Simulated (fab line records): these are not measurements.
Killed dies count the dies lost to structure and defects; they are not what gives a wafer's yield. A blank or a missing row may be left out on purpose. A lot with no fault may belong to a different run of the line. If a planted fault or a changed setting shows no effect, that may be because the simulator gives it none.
A struck lot beside a sound one || flow sfqLine || 14 out of 325 route steps
Sound: these wafers, L268.1, L268.2, L268.3. Struck: wafer L286.5 (left out: L286.3, L286.6 of the same lot, which were not struck); the cause appears at the end.
Each step with rows lists, per side, the tool, then ch with its chambers, then its first start. Under that, the readings that differ: sound wafers || struck wafers || difference of the means || sigmas: that difference in standard deviations of wafers without a fault.
alike: words and numbers the same on both sides, and readings whose means are apart by under 2 such deviations; not compared: readings that were withheld, readings missing a value for some wafer, numbers with overlapping values and no deviation given by the record, and bounds like >300 which may hide the same value.
A row with sigmas, a row that says differs or no value, or rows on one side alone: a step with any of these is where the two part. Numbers that don't overlap but have no deviation are shown without sigmas and don't part them. A reading missing from all wafers of one side parts the sides only when that side holds two or more wafers.

first, 6 steps without rows for these wafers: SFQ_TRILAYER_M0_LITHO_COAT_026 (resist thk 62 nm); SFQ_TRILAYER_M0_LITHO_COAT_021 (resist thk 600 nm); SFQ_TRILAYER_M0_LITHO_SOFTBAKE_025; SFQ_TRILAYER_M0_LITHO_EXPOSE_022 (exposes mask M0, target cd 500 nm); SFQ_TRILAYER_M0_LITHO_PEB_024 (peb time 60 s); SFQ_TRILAYER_M0_LITHO_DEVELOP_023 (time 60 s).
SFQ_M0_OVL_MEAS_906:
  struck on overlay-02, day 18 16:28; sound on overlay-01, day 12 05:55
{"reading": "M0_OVL (nm)", "sound": "1 8 -1", "struck": -14, "difference": -17, "sigmas": -2}
SFQ_TRILAYER_M0_BARC_OPEN_METAL_ETCH_031: etches BARC in O2, target depth 125 nm, time 41.7 s.
  sound on rieMetal-04 ch 0,1, day 12 05:58; struck on rieMetal-02 ch 1, day 18 16:31
  alike: drypumpMotorCurrentA, oesProductAu, rfFwdPowerW
  not compared: rfHoursCounterH
SFQ_TRILAYER_M0_ETCH_METAL_ETCH_024: etches Nb in Cl2/Ar, stops on SiO2, target depth 240 nm, time 120 s.
  sound on rieMetal-04 ch 0,1, day 12 06:01; struck on rieMetal-02 ch 1, day 18 16:36
  alike: drypumpMotorCurrentA, oesProductAu, rfFwdPowerW
  not compared: rfHoursCounterH
SFQ_TRILAYER_M0_STRIP_STRIP_025: strips in O2.
  sound on rieMetal-04 ch 0,1, day 12 06:08; struck on rieMetal-02 ch 1, day 18 16:53
  alike: drypumpMotorCurrentA, oesProductAu, platenTempC
  not compared: rfHoursCounterH
then, 1 step without rows for these wafers: SFQ_TRILAYER_M0_STRIP_SOLV_CLEAN_026 (cleans in NMP, time 600 s).
SFQ_TRILAYER_I0_DEP_PECVD_027: deposits SiO2 from SiH4/N2O, time 111.11 s, target thk 500 nm.
  sound on pecvd-02 ch 0,1,2, day 12 06:55; struck on pecvd-04 ch 0, day 18 17:27
{"reading": "chamberPressureTorr (Torr)", "sound": "2.398 2.393 2.403", "struck": 2.413, "difference": "+0.015", "sigmas": "+3"}
  alike: heaterPowerOuterW, heaterPowerW, rfFwdPowerW, throttleValvePct
  not compared: sinceWetCleanH
SFQ_TRILAYER_I0_CMP_CMP_028: polishes SiO2.
  sound on cmp-01 ch 0,1,2, day 12 11:17; struck on cmp-02 ch 1, day 18 22:40
{"reading": "platenRpm (rpm)", "sound": "59.99 60.02 60.07", "struck": 66.04, "difference": "+6.01", "sigmas": "+99 or more"}
{"reading": "timeToEndpointS (s)", "sound": "226 216 230", "struck": 202, "difference": -22, "sigmas": -3}
  alike: motorCurrentA
SFQ_I0_BOW_MEAS_907:
  struck on filmMetro-04, day 19 00:13; sound on filmMetro-02, day 12 13:47
  alike: I0_BOW

## WHERE THEY PART
At SFQ_M0_OVL_MEAS_906 first; at SFQ_TRILAYER_I0_CMP_CMP_028 last (within this record only). Later steps at which nothing parts them and some readings are alike: SFQ_I0_BOW_MEAS_907.

WHY: what the simulator had put in
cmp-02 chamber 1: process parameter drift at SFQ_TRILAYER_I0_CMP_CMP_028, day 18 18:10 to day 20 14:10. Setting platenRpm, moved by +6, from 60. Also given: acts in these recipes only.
